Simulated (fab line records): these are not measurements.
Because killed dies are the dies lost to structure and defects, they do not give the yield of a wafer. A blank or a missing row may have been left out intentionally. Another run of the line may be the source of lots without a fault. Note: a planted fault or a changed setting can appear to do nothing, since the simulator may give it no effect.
Which tool did it?    flow sky130    11 lots with 33 wafers sampled at 6 steps, on a route of 708 steps

== WHAT THE GAUGES SHOWED, per wafer ==
SKY_LI_CONTACT_THK_MEAS_01. Usual: LI_CONTACT_HDPCVD_THK 936 nm, standard deviation 9.2.
lot   measured      on             LI_CONTACT_HDPCVD_THK (nm)  flag
L235  day 28 00:35  film_metro-03  940 938 933                 
L237  day 29 00:55  film_metro-01  949 936 939                 
L238  day 29 17:44  film_metro-01  943 949 936                 
L240  day 29 18:15  film_metro-03  935 935 935                 
L243  day 31 08:24  film_metro-03  936 950 946                 
L244  day 31 17:03  film_metro-02  934 927 932                 
L246  day 32 03:23  film_metro-03  1130 1124 1126              OFF
L247  day 32 10:51  film_metro-01  1115 1114 1120              OFF
L250  day 34 06:28  film_metro-02  928 933 939                 
L256  day 35 07:22  film_metro-03  938 915 918                 
L257  day 35 12:39  film_metro-03  932 940 930                 

SKY_LI_CONTACT_BOW_MEAS_03. Usual: LI_CONTACT_BOW 56 um, standard deviation 7.2.
lot   measured      on             LI_CONTACT_BOW (um)  flag
L235  day 28 00:56  film_metro-03  51 50 59             
L237  day 29 01:17  film_metro-01  54 50 62             
L238  day 29 18:06  film_metro-01  56 45 57             
L240  day 29 18:37  film_metro-02  59 56 49             
L243  day 31 08:46  film_metro-03  55 52 61             
L244  day 31 17:25  film_metro-02  64 54 51             
L246  day 32 03:59  film_metro-01  60 57 67             
L247  day 32 11:13  film_metro-02  47 42 52             
L250  day 34 06:50  film_metro-03  55 58 52             
L256  day 35 07:44  film_metro-03  64 66 46             
L257  day 35 13:10  film_metro-03  54 70 48             

== WHICH TOOL RAN EACH LOT (tool, then ch and the chambers of the sampled wafers, then the start) ==
lot   SKY_RES_XHIGH_STRIP_08                SKY_SD_N_RTA_14                   SKY_LI_CONTACT_HDPCVD_00          SKY_LI_CONTACT_CMP_02
L235  plasma_asher-02 ch 0,1, day 26 18:35  rtp_anneal-01 ch 0, day 27 23:55  hdpcvd-01 ch 0,2, day 28 00:28    cmp-02 ch 0,1,2, day 28 00:44
L237  plasma_asher-01 ch 0,1, day 27 18:53  rtp_anneal-01 ch 0, day 29 00:16  hdpcvd-02 ch 0,1, day 29 00:48    cmp-01 ch 1,2, day 29 00:58
L238  plasma_asher-03 ch 0,1, day 28 11:44  rtp_anneal-02 ch 0, day 29 17:05  hdpcvd-01 ch 0,1,2, day 29 17:38  cmp-02 ch 1,3, day 29 17:48
L240  plasma_asher-01 ch 0,1, day 28 12:50  rtp_anneal-01 ch 0, day 29 17:35  hdpcvd-02 ch 0,1, day 29 18:08    cmp-01 ch 0,1, day 29 18:19
L243  plasma_asher-03 ch 0,1, day 30 02:50  rtp_anneal-01 ch 0, day 31 07:45  hdpcvd-01 ch 0,1,2, day 31 08:18  cmp-01 ch 0,2,3, day 31 08:31
L244  plasma_asher-02 ch 0,1, day 30 11:41  rtp_anneal-02 ch 0, day 31 16:20  hdpcvd-02 ch 0,1, day 31 16:57    cmp-02 ch 0,1,3, day 31 17:13
L246  plasma_asher-01 ch 0,1, day 30 21:53  rtp_anneal-02 ch 0, day 32 02:44  hdpcvd-02 ch 0,1,2, day 32 03:19  cmp-02 ch 0,1,3, day 32 03:43
L247  plasma_asher-02 ch 0,1, day 31 06:29  rtp_anneal-01 ch 0, day 32 10:11  hdpcvd-02 ch 0,2, day 32 10:44    cmp-02 ch 0,1,2, day 32 10:57
L250  plasma_asher-03 ch 0,1, day 33 01:45  rtp_anneal-01 ch 0, day 34 05:49  hdpcvd-01 ch 0,1,2, day 34 06:22  cmp-02 ch 0,1,3, day 34 06:34
L256  plasma_asher-01 ch 0,1, day 34 03:35  rtp_anneal-02 ch 0, day 35 06:41  hdpcvd-02 ch 1,2, day 35 07:16    cmp-02 ch 0,1, day 35 07:26
L257  plasma_asher-01 ch 0,1, day 34 08:39  rtp_anneal-02 ch 0, day 35 12:00  hdpcvd-01 ch 0,1,2, day 35 12:33  cmp-01 ch 1,2,3, day 35 12:52
- SKY_RES_XHIGH_STRIP_08: strips in O2/N2.
- SKY_SD_N_RTA_14: time 2 s.
- SKY_LI_CONTACT_HDPCVD_00: deposits PSG, target thk 930 nm, time 155 s.
- SKY_LI_CONTACT_CMP_02: polishes PSG.

== WHAT THE TOOLS THEMSELVES READ (means of the sampled wafers that have a number; where no wafer has one, the mark that the record gives instead) ==
SKY_RES_XHIGH_STRIP_08. Usual: drypump_motor_current_A 5.6 A, standard deviation 0.38; n2_flow_sccm 300.0 sccm, standard deviation 0.92; o2_flow_sccm 2999 sccm, standard deviation 9.3; oes_product_au 0.711 a.u., standard deviation 0.0044; strip_time_to_endpoint_s 14.28 s, standard deviation 0.033.
lot   tool             drypump_motor_current_A (A)  n2_flow_sccm (sccm)  o2_flow_sccm (sccm)  oes_product_au (a.u.)  strip_time_to_endpoint_s (s)  flag
L235  plasma_asher-02  5.1                          299.8                2995                 0.708                  14.28                         
L237  plasma_asher-01  5.7                          300.4                2994                 0.710                  14.32                         
L238  plasma_asher-03  5.9                          300.7                2991                 0.711                  14.23                         
L240  plasma_asher-01  5.8                          300.1                3002                 0.711                  14.25                         
L243  plasma_asher-03  5.9                          300.6                3005                 0.712                  14.24                         
L244  plasma_asher-02  5.1                          300.5                2996                 0.709                  14.25                         
L246  plasma_asher-01  5.7                          299.2                3000                 0.711                  14.31                         
L247  plasma_asher-02  5.1                          299.8                2999                 0.711                  14.23                         
L250  plasma_asher-03  5.9                          299.8                2997                 0.708                  14.24                         
L256  plasma_asher-01  5.8                          299.2                3001                 0.713                  14.30                         
L257  plasma_asher-01  5.8                          300.5                2988                 0.716                  14.27                         

SKY_SD_N_RTA_14. Usual: lamp_power_pct 15.74 %, standard deviation 0.054; wafer_temp_C_max 1078.1, standard deviation 1.4.
lot   tool           lamp_power_pct (%)  wafer_temp_C_max  flag
L235  rtp_anneal-01  15.80               1080.1            
L237  rtp_anneal-01  15.77               1078.0            
L238  rtp_anneal-02  15.71               1078.6            
L240  rtp_anneal-01  15.73               1079.5            
L243  rtp_anneal-01  15.70               1077.3            
L244  rtp_anneal-02  15.72               1078.1            
L246  rtp_anneal-02  15.77               1078.8            
L247  rtp_anneal-01  15.76               1078.4            
L250  rtp_anneal-01  15.71               1077.7            
L256  rtp_anneal-02  15.75               1077.1            
L257  rtp_anneal-02  15.76               1078.3            

SKY_LI_CONTACT_HDPCVD_00. Usual: sih4_flow_sccm reads 59.99 sccm (standard deviation 0.18).
lot   tool       sih4_flow_sccm (sccm)  flag
L235  hdpcvd-01  60.07                  
L237  hdpcvd-02  59.95                  
L238  hdpcvd-01  60.09                  
L240  hdpcvd-02  59.92                  
L243  hdpcvd-01  60.04                  
L244  hdpcvd-02  60.04                  
L246  hdpcvd-02  71.93                  OFF
L247  hdpcvd-02  71.88                  OFF
L250  hdpcvd-01  60.29                  
L256  hdpcvd-02  59.90                  
L257  hdpcvd-01  60.00                  

SKY_LI_CONTACT_CMP_02. Usual: motor_current_A 12.3 A, standard deviation 0.62; slurry_filter_dp_kPa 13.52 kPa, standard deviation 0.14; time_to_endpoint_s 34 s, standard deviation 3.1.
lot   tool    motor_current_A (A)  slurry_filter_dp_kPa (kPa)  time_to_endpoint_s (s)  flag
L235  cmp-02  12.6                 13.48                       36                      
L237  cmp-01  11.8                 13.64                       39                      
L238  cmp-02  12.8                 13.43                       36                      
L240  cmp-01  11.4                 13.47                       35                      
L243  cmp-01  12.2                 13.53                       36                      
L244  cmp-02  12.7                 13.38                       33                      
L246  cmp-02  12.4                 13.47                       52                      OFF
L247  cmp-02  12.3                 13.62                       48                      OFF
L250  cmp-02  12.3                 13.72                       33                      
L256  cmp-02  12.1                 13.39                       34                      
L257  cmp-01  12.1                 13.56                       36                      

== THE ANSWER, worked out from the rows above alone ==
Rule: a lot counts as off when the mean over its wafers that have a number is more than 3 standard deviations away from the usual mean. Also off: a lot with no number at a reading for which 4 or more lots have one. Any other lot the step has rows for is counted as sound. After the gauges, taken in route order, come the tools' own readings; for these a lot's mean is taken, as printed above. At the first step where some lot is off, the reading lying furthest off is the one used; lots without a number count as furthest.
Off: L246, L247, seen at SKY_LI_CONTACT_THK_MEAS_01 (LI_CONTACT_HDPCVD_THK).
A tool fits if, at a process step before that reading, it ran every lot that is off, and no sound lot after the first of them. Not tried: the gauges at SKY_LI_CONTACT_THK_MEAS_01; whatever is off there is also off at SKY_LI_CONTACT_HDPCVD_00, on other tools, and gauge error can't account for it. None of those tried fits.

== WHAT THE SIMULATOR HAD INSERTED ==
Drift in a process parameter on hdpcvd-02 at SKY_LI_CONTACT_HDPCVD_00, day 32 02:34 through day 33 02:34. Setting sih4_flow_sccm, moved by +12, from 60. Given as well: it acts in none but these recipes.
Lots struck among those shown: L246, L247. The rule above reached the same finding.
